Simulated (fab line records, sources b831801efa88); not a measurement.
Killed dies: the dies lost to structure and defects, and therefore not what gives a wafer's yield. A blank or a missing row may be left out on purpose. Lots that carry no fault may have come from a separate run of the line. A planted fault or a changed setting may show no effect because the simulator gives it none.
2 desks, one fault + flow gf180mcu + each desk holds nothing but its own numbers, with what lay behind them at the end

METROLOGY DESK
Means of the sampled wafers that have a number, per lot and without regard to the tool the lot ran on: this is what the gauges read. Any lot whose mean is over 4 standard deviations away from the usual mean is out of limits and marked OUT; that distance is given in the brackets.
Columns: A = cd nm at GF_M2_CD_MEAS_14, usual 279.9 nm; B = V2_W_RS at GF_V2_RS_MEAS_24, usual 0.326 ohm/sq; C = V2_W_THK at GF_V2_THK_MEAS_25, usual 363 nm
| lot  | first seen here | A     | B               | C             |
|------|-----------------|-------|-----------------|---------------|
| L619 | day 19 03:05    | 280.1 | 0.324           | 372           |
| L621 | day 19 22:42    | 279.2 | 0.328           | 359           |
| L624 | day 21 01:38    | 282.4 | 0.325           | 368           |
| L626 | day 22 00:19    | 279.1 | 0.324           | 365           |
| L627 | day 22 09:10    | 279.2 | 0.323           | 359           |
| L628 | day 22 20:55    | 278.9 | 0.328           | 353           |
| L629 | day 22 23:55    | 280.9 | 0.331           | 356           |
| L630 | day 23 15:22    | 278.6 | 0.324           | 364           |
| L631 | day 24 00:50    | 279.2 | 0.334           | 349           |
| L633 | day 24 11:01    | 278.7 | 0.495 (+35) OUT | 237 (-18) OUT |
| L635 | day 25 03:19    | 280.4 | 0.505 (+36) OUT | 234 (-18) OUT |
This desk reports L633, L635 out of limits; the earliest was L633 at day 25 11:45 (V2_W_RS at GF_V2_RS_MEAS_24). L619, L621, L624, L626, L627, L628, L629, L630, L631 stayed within limits.

THE TOOL OWNER'S DESK: cvd w-01
The tool's own readings at GF_V2_CVD_23 (deposits W, target thk 350 nm, time 104.94 s): means of the sampled wafers that have a number, for each lot that ran on this tool. Any lot whose mean is over 4 standard deviations away from the usual mean is out of limits and marked OUT; that distance is given in the brackets.
Columns: A = heater power w at GF_V2_CVD_23, usual 839 W
| lot  | first seen here | A   |
|------|-----------------|-----|
| L619 | day 20 05:32    | 895 |
| L628 | day 23 21:58    | 906 |
| L629 | day 24 00:26    | 874 |
| L631 | day 25 01:29    | 870 |
| L633 | day 25 11:38    | 880 |
| L635 | day 26 03:25    | 874 |
Result from this desk: across the 6 lots, nothing is out of limits.

ALL TOGETHER
An alarm was possible from the metrology desk at day 25 11:45, on L633, L635.
The tool owner's desk saw nothing out of limits.
On record at the tool owner's desk: L633, L635, within its limits.
Every lot named ran GF_V2_CVD_23 on cvd w-01.

WHAT WAS PUT IN BY THE SIMULATOR
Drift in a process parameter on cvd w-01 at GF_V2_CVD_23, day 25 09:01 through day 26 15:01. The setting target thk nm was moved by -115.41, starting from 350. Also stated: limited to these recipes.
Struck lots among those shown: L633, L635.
Delay in hours, fault start to first out-of-limits reading, per desk: metrology desk 3.
